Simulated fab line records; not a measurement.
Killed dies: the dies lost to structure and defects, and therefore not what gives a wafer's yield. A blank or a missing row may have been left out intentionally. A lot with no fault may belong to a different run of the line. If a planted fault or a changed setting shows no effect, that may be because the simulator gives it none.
fab line records	flow sky130
record lots=24	wafers=72	last-day=50
route steps=708 shown FIELD_ISO@14 PWDE@55 NWELL@81 VT_ADJUST_HVTP@92 VT_ADJUST_PCH@150
lots that met no fault: from a run of the same line without faults
start-h: hours from the record's first day to the start of the lot's first wafer shown	wait-h: hours elapsed since this lot's preceding step	" as in the row above	L1.1+2: several wafers, shown together as one row	- no value, or no start given	* or withheld: withheld	< > ~ a bound
route shown NAME@n: NAME is a module with steps in the file, n the number in the route of the first one	usual: average and standard deviation across the fault-free wafers	same: alike in all rows	chamber/n: place in a boat	sites: readings site by site	_std_site: how widely they spread, as a standard deviation	_edge_site: mean of outer sites minus mean of inner sites	radius-mm: how far each site lies from the wafer's centre	mask NAME#n: copy n	behind: the last tool/chamber to shape the wafer	hold: reason for holding the lot/hours on hold/outcome of the hold	device: the transistor (n, p or np) that didn't switch	end of line: tests of these same wafers at the route's end	a step given without rows: its recipe and nothing more	killed: the dies lost at the first sort to structure and to defects; this is not the yield of the wafer	map: a wafer's dies, x killed, . not, _ none there
set.NAME: the setting as run; set.NAME@STEP: as run at that earlier step	model.NAME: the simulator's own value behind a step, which no gauge read
steps of the route over a sample of lots; a table a step, a row a wafer
## steps
# step SKY_FIELD_ISO_CD_MEAS_13
# recipe target-cd-nm=150
# usual cd-nm=149.7/1.3
lot.wafer	tool	chamber	start-h	wait-h	cd-nm
L074.1	cd-sem-01	-	28.80	-	150.6
L074.3	"	-	"	"	149.7
L074.4	"	-	"	"	150.4
L075.4	cd-sem-02	-	34.36	-	150.4
L075.5	"	-	"	"	152.3
L075.6	"	-	"	"	151.5
L076.3	cd-sem-02	-	40.70	-	148.7
L076.5	"	-	"	"	150.2
L076.6	"	-	"	"	150.5
L077.1	cd-sem-02	-	44.23	-	149.8
L077.5	"	-	"	"	149.0
L077.6	"	-	"	"	149.6
L078.2	cd-sem-01	-	50.98	-	150.5
L078.3	"	-	"	"	151.0
L078.5	"	-	"	"	152.0
L079.1	cd-sem-02	-	57.10	-	150.3
L079.2	"	-	"	"	150.6
L079.6	"	-	"	"	149.2
L080.1	cd-sem-02	-	61.45	-	148.5
L080.3	"	-	"	"	148.4
L080.4	"	-	"	"	148.6
L081.1	cd-sem-01	-	66.61	-	147.8
L081.3	"	-	"	"	149.5
L081.4	"	-	"	"	148.9
L082.3	cd-sem-02	-	69.85	-	152.3
L082.5	"	-	"	"	152.5
L082.6	"	-	"	"	150.7
L083.2	cd-sem-01	-	75.52	-	147.9
L083.3	"	-	"	"	148.4
L083.4	"	-	"	"	148.6
L084.2	cd-sem-01	-	79.93	-	148.5
L084.4	"	-	"	"	148.9
L084.5	"	-	"	"	148.8
L085.2	cd-sem-01	-	84.72	-	147.7
L085.3	"	-	"	"	148.0
L085.4	"	-	"	"	148.3
L086.2	cd-sem-02	-	89.57	-	149.8
L086.4	"	-	"	"	152.1
L086.5	"	-	"	"	152.1
L087.1	cd-sem-01	-	98.85	-	148.4
L087.3	"	-	"	"	149.3
L087.5	"	-	"	"	148.5
L088.3	cd-sem-01	-	106.12	-	151.0
L088.4	"	-	"	"	151.0
L088.5	"	-	"	"	150.6
L089.1	cd-sem-02	-	107.95	-	148.6
L089.2	"	-	"	"	148.8
L089.4	"	-	"	"	148.5
L090.2	cd-sem-02	-	112.18	-	149.4
L090.3	"	-	"	"	147.7
L090.6	"	-	"	"	148.1
L091.1	cd-sem-01	-	120.30	-	149.9
L091.4	"	-	"	"	152.0
L091.5	"	-	"	"	151.4
L092.3	cd-sem-02	-	122.34	-	152.0
L092.4	"	-	"	"	150.2
L092.5	"	-	"	"	150.4
L093.1	cd-sem-01	-	127.76	-	149.0
L093.2	"	-	"	"	149.4
L093.5	"	-	"	"	148.6
L094.1	cd-sem-02	-	131.46	-	149.0
L094.5	"	-	"	"	148.3
L094.6	"	-	"	"	149.3
L095.1	cd-sem-01	-	137.31	-	149.3
L095.3	"	-	"	"	148.8
L095.4	"	-	"	"	150.2
L096.1	cd-sem-02	-	145.98	-	148.3
L096.2	"	-	"	"	149.4
L096.5	"	-	"	"	149.4
L097.2	cd-sem-02	-	150.47	-	149.5
L097.4	"	-	"	"	150.3
L097.6	"	-	"	"	148.6
# step SKY_PWDE_TW_MEAS_10
# usual PWDE_TW=373/4.2
lot.wafer	tool	chamber	start-h	wait-h	PWDE_TW
L074.1	film-metro-01	-	70.62	0.1	377
L074.3	"	-	"	"	377
L074.4	"	-	"	"	376
L075.4	film-metro-02	-	74.60	0.1	371
L075.5	"	-	"	"	370
L075.6	"	-	"	"	372
L076.3	film-metro-01	-	83.59	0.1	379
L076.5	"	-	"	"	375
L076.6	"	-	"	"	378
L077.1	film-metro-03	-	85.12	0.1	365
L077.5	"	-	"	"	365
L077.6	"	-	"	"	365
L078.2	film-metro-01	-	92.28	0.1	377
L078.3	"	-	"	"	376
L078.5	"	-	"	"	376
L079.1	film-metro-03	-	96.87	0.1	369
L079.2	"	-	"	"	367
L079.6	"	-	"	"	369
L080.1	film-metro-02	-	101.97	0.1	371
L080.3	"	-	"	"	368
L080.4	"	-	"	"	371
L081.1	film-metro-03	-	108.92	0.1	369
L081.3	"	-	"	"	368
L081.4	"	-	"	"	369
L082.3	film-metro-01	-	117.94	0.1	374
L082.5	"	-	"	"	376
L082.6	"	-	"	"	374
L083.2	film-metro-02	-	130.01	0.1	370
L083.3	"	-	"	"	370
L083.4	"	-	"	"	370
L085.2	film-metro-03	-	130.63	0.1	366
L085.3	"	-	"	"	366
L085.4	"	-	"	"	367
L084.2	film-metro-01	-	130.93	0.1	376
L084.4	"	-	"	"	375
L084.5	"	-	"	"	375
L086.2	film-metro-02	-	134.63	0.1	371
L086.4	"	-	"	"	368
L086.5	"	-	"	"	370
L087.1	film-metro-01	-	145.35	0.1	376
L087.3	"	-	"	"	377
L087.5	"	-	"	"	375
L088.3	film-metro-01	-	150.87	0.1	376
L088.4	"	-	"	"	378
L088.5	"	-	"	"	380
L089.1	film-metro-01	-	151.80	0.1	378
L089.2	"	-	"	"	381
L089.4	"	-	"	"	379
L090.2	film-metro-03	-	158.58	0.1	368
L090.3	"	-	"	"	369
L090.6	"	-	"	"	368
L091.1	film-metro-01	-	170.92	0.1	376
L091.4	"	-	"	"	376
L091.5	"	-	"	"	376
L092.3	film-metro-02	-	172.14	0.1	369
L092.4	"	-	"	"	369
L092.5	"	-	"	"	373
L093.1	film-metro-03	-	175.17	0.1	371
L093.2	"	-	"	"	373
L093.5	"	-	"	"	370
L094.1	film-metro-03	-	182.12	0.1	369
L094.5	"	-	"	"	369
L094.6	"	-	"	"	370
L095.1	film-metro-03	-	187.52	0.1	369
L095.3	"	-	"	"	370
L095.4	"	-	"	"	369
L096.1	film-metro-01	-	195.30	0.1	378
L096.2	"	-	"	"	378
L096.5	"	-	"	"	378
L097.2	film-metro-02	-	200.88	0.1	370
L097.4	"	-	"	"	372
L097.6	"	-	"	"	371
# step SKY_NWELL_RTA_28
# recipe temp-c=1050	time-s=30	idle-temp-c=650	ramp-up-c-per-s=150	ramp-down-c-per-s=90	ambient=N2
# usual lamp-power-pct=25.30/0.054	wafer_temp_C_max=1054.9/0.96
lot.wafer	tool	chamber	start-h	wait-h	lamp-power-pct	wafer_temp_C_max
L074.1	rtp-anneal-01	0	104.85	0.0	25.34	1054.0
L074.3	"	0	"	"	25.29	1056.2
L074.4	"	0	"	"	25.28	1054.3
L075.4	rtp-anneal-02	0	109.05	0.1	25.25	1057.6
L075.5	"	0	"	"	25.24	1056.1
L075.6	"	0	"	"	25.25	1056.5
L076.3	rtp-anneal-01	0	119.54	0.0	25.30	1053.6
L076.5	"	0	"	"	25.26	1056.4
L076.6	"	0	"	"	25.44	1053.9
L077.1	rtp-anneal-01	0	121.00	0.0	25.35	1055.2
L077.5	"	0	"	"	25.29	1055.4
L077.6	"	0	"	"	25.25	1054.4
L078.2	rtp-anneal-02	0	129.06	0.0	25.24	1056.0
L078.3	"	0	"	"	25.30	1053.7
L078.5	"	0	"	"	25.34	1055.5
L079.1	rtp-anneal-01	0	133.76	0.0	25.32	1055.1
L079.2	"	0	"	"	25.27	1056.2
L079.6	"	0	"	"	25.32	1054.9
L080.1	rtp-anneal-01	0	139.21	0.0	25.21	1055.6
L080.3	"	0	"	"	25.22	1055.4
L080.4	"	0	"	"	25.37	1055.1
L081.1	rtp-anneal-02	0	147.26	0.0	25.40	1053.9
L081.3	"	0	"	"	25.33	1055.4
L081.4	"	0	"	"	25.30	1055.2
L082.3	rtp-anneal-02	0	156.18	0.0	25.28	1054.6
L082.5	"	0	"	"	25.38	1054.0
L082.6	"	0	"	"	25.34	1054.2
L083.2	rtp-anneal-02	0	170.29	0.0	25.35	1056.1
L083.3	"	0	"	"	25.29	1053.4
L083.4	"	0	"	"	25.29	1053.4
L085.2	rtp-anneal-01	0	171.23	0.0	25.29	1054.5
L085.3	"	0	"	"	25.32	1054.6
L085.4	"	0	"	"	25.25	1054.3
L084.2	rtp-anneal-02	0	171.94	0.0	25.26	1054.8
L084.4	"	0	"	"	25.33	1054.8
L084.5	"	0	"	"	25.38	1055.8
L086.2	rtp-anneal-01	0	173.71	0.0	25.30	1056.2
L086.4	"	0	"	"	25.37	1055.2
L086.5	"	0	"	"	25.30	1055.1
L087.1	rtp-anneal-02	0	186.19	0.0	25.36	1055.3
L087.3	"	0	"	"	25.27	1055.1
L087.5	"	0	"	"	25.35	1055.6
L088.3	rtp-anneal-01	0	192.98	0.0	25.24	1055.0
L088.4	"	0	"	"	25.27	1054.5
L088.5	"	0	"	"	25.43	1054.8
L089.1	rtp-anneal-02	0	194.24	0.0	25.33	1054.1
L089.2	"	0	"	"	25.37	1055.4
L089.4	"	0	"	"	25.38	1056.5
L090.2	rtp-anneal-01	0	201.20	0.0	25.33	1054.4
L090.3	"	0	"	"	25.24	1054.3
L090.6	"	0	"	"	25.34	1055.9
L091.1	rtp-anneal-01	0	214.16	0.0	25.24	1053.8
L091.4	"	0	"	"	25.35	1054.3
L091.5	"	0	"	"	25.25	1055.4
L092.3	rtp-anneal-02	0	214.52	0.0	25.25	1054.6
L092.4	"	0	"	"	25.22	1055.2
L092.5	"	0	"	"	25.28	1053.6
L093.1	rtp-anneal-01	0	218.15	0.0	25.27	1053.8
L093.2	"	0	"	"	25.31	1054.1
L093.5	"	0	"	"	25.33	1055.2
L094.1	rtp-anneal-02	0	225.49	0.0	25.25	1054.4
L094.5	"	0	"	"	25.31	1055.6
L094.6	"	0	"	"	25.34	1054.9
L095.1	rtp-anneal-01	0	230.60	0.0	25.21	1054.5
L095.3	"	0	"	"	25.28	1054.9
L095.4	"	0	"	"	25.33	1056.0
L096.1	rtp-anneal-02	0	239.73	0.0	25.24	1055.2
L096.2	"	0	"	"	25.33	1055.1
L096.5	"	0	"	"	25.26	1055.7
L097.2	rtp-anneal-01	0	245.00	0.0	25.36	1054.8
L097.4	"	0	"	"	25.40	1055.0
L097.6	"	0	"	"	25.24	1054.3
# step SKY_NWELL_RS_MEAS_29
# recipe thk-meas-gauge=four-point-probe
# usual NWELL_RS=624.3/1.9
lot.wafer	tool	chamber	start-h	wait-h	NWELL_RS[ohm/sq]
L074.1	film-metro-02	-	104.95	0.1	622.3
L074.3	"	-	"	"	623.6
L074.4	"	-	"	"	622.6
L075.4	film-metro-01	-	109.16	0.1	625.9
L075.5	"	-	"	"	625.3
L075.6	"	-	"	"	627.6
L076.3	film-metro-03	-	119.65	0.1	620.6
L076.5	"	-	"	"	621.8
L076.6	"	-	"	"	622.0
L077.1	film-metro-03	-	121.10	0.1	624.8
L077.5	"	-	"	"	623.6
L077.6	"	-	"	"	624.2
L078.2	film-metro-02	-	129.17	0.1	624.0
L078.3	"	-	"	"	624.8
L078.5	"	-	"	"	625.1
L079.1	film-metro-03	-	133.86	0.1	622.4
L079.2	"	-	"	"	621.3
L079.6	"	-	"	"	622.0
L080.1	film-metro-02	-	139.31	0.1	626.2
L080.3	"	-	"	"	625.9
L080.4	"	-	"	"	625.0
L081.1	film-metro-03	-	147.36	0.1	623.0
L081.3	"	-	"	"	623.3
L081.4	"	-	"	"	623.1
L082.3	film-metro-03	-	156.29	0.1	625.0
L082.5	"	-	"	"	624.9
L082.6	"	-	"	"	624.9
L083.2	film-metro-03	-	170.39	0.1	625.3
L083.3	"	-	"	"	626.2
L083.4	"	-	"	"	626.1
L085.2	film-metro-02	-	171.33	0.1	626.0
L085.3	"	-	"	"	625.9
L085.4	"	-	"	"	626.0
L084.2	film-metro-03	-	172.04	0.1	625.3
L084.4	"	-	"	"	625.8
L084.5	"	-	"	"	626.5
L086.2	film-metro-01	-	173.81	0.1	623.6
L086.4	"	-	"	"	623.6
L086.5	"	-	"	"	623.1
L087.1	film-metro-03	-	186.29	0.1	626.4
L087.3	"	-	"	"	624.9
L087.5	"	-	"	"	626.0
L088.3	film-metro-03	-	193.09	0.1	622.8
L088.4	"	-	"	"	621.8
L088.5	"	-	"	"	622.4
L089.1	film-metro-03	-	194.34	0.1	623.9
L089.2	"	-	"	"	624.8
L089.4	"	-	"	"	622.9
L090.2	film-metro-02	-	201.30	0.1	623.1
L090.3	"	-	"	"	621.5
L090.6	"	-	"	"	622.3
L091.1	film-metro-01	-	214.26	0.1	624.4
L091.4	"	-	"	"	625.5
L091.5	"	-	"	"	625.4
L092.3	film-metro-02	-	214.62	0.1	623.8
L092.4	"	-	"	"	621.3
L092.5	"	-	"	"	625.8
L093.1	film-metro-03	-	218.25	0.1	624.0
L093.2	"	-	"	"	623.2
L093.5	"	-	"	"	622.8
L094.1	film-metro-03	-	225.59	0.1	621.8
L094.5	"	-	"	"	620.1
L094.6	"	-	"	"	621.9
L095.1	film-metro-02	-	230.70	0.1	628.1
L095.3	"	-	"	"	629.0
L095.4	"	-	"	"	627.9
L096.1	film-metro-03	-	239.83	0.1	623.3
L096.2	"	-	"	"	625.5
L096.5	"	-	"	"	623.9
L097.2	film-metro-02	-	245.11	0.1	621.6
L097.4	"	-	"	"	622.9
L097.6	"	-	"	"	625.0
# step SKY_VT_ADJUST_HVTP_CD_MEAS_07
# recipe target-cd-nm=380
# usual cd-nm=380.9/2.7
lot.wafer	tool	chamber	start-h	wait-h	cd-nm
L074.1	cd-sem-01	-	122.41	0.1	379.6
L074.3	"	-	"	"	381.4
L074.4	"	-	"	"	382.3
L075.4	cd-sem-02	-	128.17	0.1	385.7
L075.5	"	-	"	"	384.5
L075.6	"	-	"	"	385.2
L076.3	cd-sem-02	-	137.82	0.1	378.6
L076.5	"	-	"	"	377.1
L076.6	"	-	"	"	379.4
L077.1	cd-sem-01	-	140.31	0.1	379.3
L077.5	"	-	"	"	379.1
L077.6	"	-	"	"	378.0
L078.2	cd-sem-01	-	148.97	0.1	385.4
L078.3	"	-	"	"	384.7
L078.5	"	-	"	"	383.9
L079.1	cd-sem-01	-	153.11	0.1	382.0
L079.2	"	-	"	"	384.4
L079.6	"	-	"	"	383.3
L080.1	cd-sem-01	-	158.31	0.1	381.3
L080.3	"	-	"	"	382.9
L080.4	"	-	"	"	380.5
L081.1	cd-sem-01	-	167.30	0.1	377.0
L081.3	"	-	"	"	378.1
L081.4	"	-	"	"	376.9
L082.3	cd-sem-01	-	176.22	0.1	379.2
L082.5	"	-	"	"	376.1
L082.6	"	-	"	"	377.9
L083.2	cd-sem-01	-	191.40	0.1	380.6
L083.3	"	-	"	"	381.5
L083.4	"	-	"	"	379.8
L085.2	cd-sem-01	-	192.37	0.1	380.6
L085.3	"	-	"	"	377.9
L085.4	"	-	"	"	377.1
L084.2	cd-sem-01	-	193.22	0.1	384.0
L084.4	"	-	"	"	386.6
L084.5	"	-	"	"	386.0
L086.2	cd-sem-01	-	194.68	0.1	379.9
L086.4	"	-	"	"	379.6
L086.5	"	-	"	"	378.9
L087.1	cd-sem-01	-	207.98	0.1	382.1
L087.3	"	-	"	"	382.8
L087.5	"	-	"	"	381.6
L088.3	cd-sem-02	-	214.62	0.1	378.6
L088.4	"	-	"	"	380.0
L088.5	"	-	"	"	379.9
L089.1	cd-sem-02	-	215.95	0.1	382.0
L089.2	"	-	"	"	382.7
L089.4	"	-	"	"	383.9
L090.2	cd-sem-02	-	222.28	0.1	378.1
L090.3	"	-	"	"	380.6
L090.6	"	-	"	"	377.1
L091.1	cd-sem-02	-	235.96	0.1	377.3
L091.4	"	-	"	"	378.4
L091.5	"	-	"	"	378.4
L092.3	cd-sem-01	-	236.17	0.1	383.6
L092.4	"	-	"	"	384.2
L092.5	"	-	"	"	382.8
L093.1	cd-sem-02	-	240.06	0.1	381.3
L093.2	"	-	"	"	380.3
L093.5	"	-	"	"	379.3
L094.1	cd-sem-02	-	248.43	0.1	381.8
L094.5	"	-	"	"	381.2
L094.6	"	-	"	"	381.0
L095.1	cd-sem-02	-	253.81	0.1	385.0
L095.3	"	-	"	"	386.2
L095.4	"	-	"	"	382.3
L096.1	cd-sem-02	-	263.48	0.1	383.2
L096.2	"	-	"	"	382.5
L096.5	"	-	"	"	382.7
L097.2	cd-sem-02	-	269.12	0.1	379.2
L097.4	"	-	"	"	375.6
L097.6	"	-	"	"	375.9
# step SKY_VT_ADJUST_PCH_OVL_MEAS_07
# usual VT_ADJUST_PCH_OVL=0.2/1.4
lot.wafer	tool	chamber	start-h	wait-h	VT_ADJUST_PCH_OVL[nm]
L074.1	overlay-01	-	225.58	-	0.7
L074.3	"	-	"	"	0.4
L074.4	"	-	"	"	1.5
L075.4	overlay-02	-	231.77	-	0.2
L075.5	"	-	"	"	1.3
L075.6	"	-	"	"	-0.3
L076.3	overlay-01	-	244.39	-	0.8
L076.5	"	-	"	"	-1.4
L076.6	"	-	"	"	2.3
L077.1	overlay-02	-	245.43	-	2.5
L077.5	"	-	"	"	1.0
L077.6	"	-	"	"	1.9
L078.2	overlay-02	-	256.57	-	0.6
L078.3	"	-	"	"	1.1
L078.5	"	-	"	"	0.6
L079.1	overlay-01	-	261.40	-	0.4
L079.2	"	-	"	"	1.5
L079.6	"	-	"	"	2.6
L080.1	overlay-01	-	268.50	-	0.8
L080.3	"	-	"	"	-0.5
L080.4	"	-	"	"	0.3
L081.1	overlay-02	-	278.70	-	-2.8
L081.3	"	-	"	"	-1.5
L081.4	"	-	"	"	-1.6
L082.3	overlay-02	-	290.18	-	0.2
L082.5	"	-	"	"	0.5
L082.6	"	-	"	"	1.1
L083.2	overlay-01	-	308.07	-	0.4
L083.3	"	-	"	"	1.3
L083.4	"	-	"	"	1.2
L085.2	overlay-02	-	308.54	-	2.0
L085.3	"	-	"	"	3.1
L085.4	"	-	"	"	1.7
L084.2	overlay-02	-	311.22	-	0.6
L084.4	"	-	"	"	0.4
L084.5	"	-	"	"	0.0
L086.2	overlay-01	-	312.22	-	0.8
L086.4	"	-	"	"	2.0
L086.5	"	-	"	"	-0.2
L087.1	overlay-02	-	328.75	-	-0.7
L087.3	"	-	"	"	-2.0
L087.5	"	-	"	"	-1.8
L088.3	overlay-02	-	336.33	-	-0.1
L088.4	"	-	"	"	-1.5
L088.5	"	-	"	"	-2.3
L089.1	overlay-01	-	337.38	-	0.6
L089.2	"	-	"	"	-0.4
L089.4	"	-	"	"	0.5
L090.2	overlay-01	-	344.57	-	0.1
L090.3	"	-	"	"	1.5
L090.6	"	-	"	"	0.2
L091.1	overlay-02	-	362.83	-	-1.3
L091.4	"	-	"	"	-0.5
L091.5	"	-	"	"	-2.4
L092.3	overlay-02	-	364.93	-	-1.0
L092.4	"	-	"	"	-1.3
L092.5	"	-	"	"	-2.0
L093.1	overlay-01	-	370.15	-	1.5
L093.2	"	-	"	"	0.2
L093.5	"	-	"	"	1.0
L094.1	overlay-01	-	379.61	-	-0.7
L094.5	"	-	"	"	-0.6
L094.6	"	-	"	"	-0.4
L095.1	overlay-02	-	384.45	-	-1.6
L095.3	"	-	"	"	-2.0
L095.4	"	-	"	"	-1.7
L096.1	overlay-01	-	395.65	-	1.4
L096.2	"	-	"	"	0.7
L096.5	"	-	"	"	0.0
L097.2	overlay-01	-	402.57	-	1.1
L097.4	"	-	"	"	2.4
L097.6	"	-	"	"	-1.1
## key
fault none
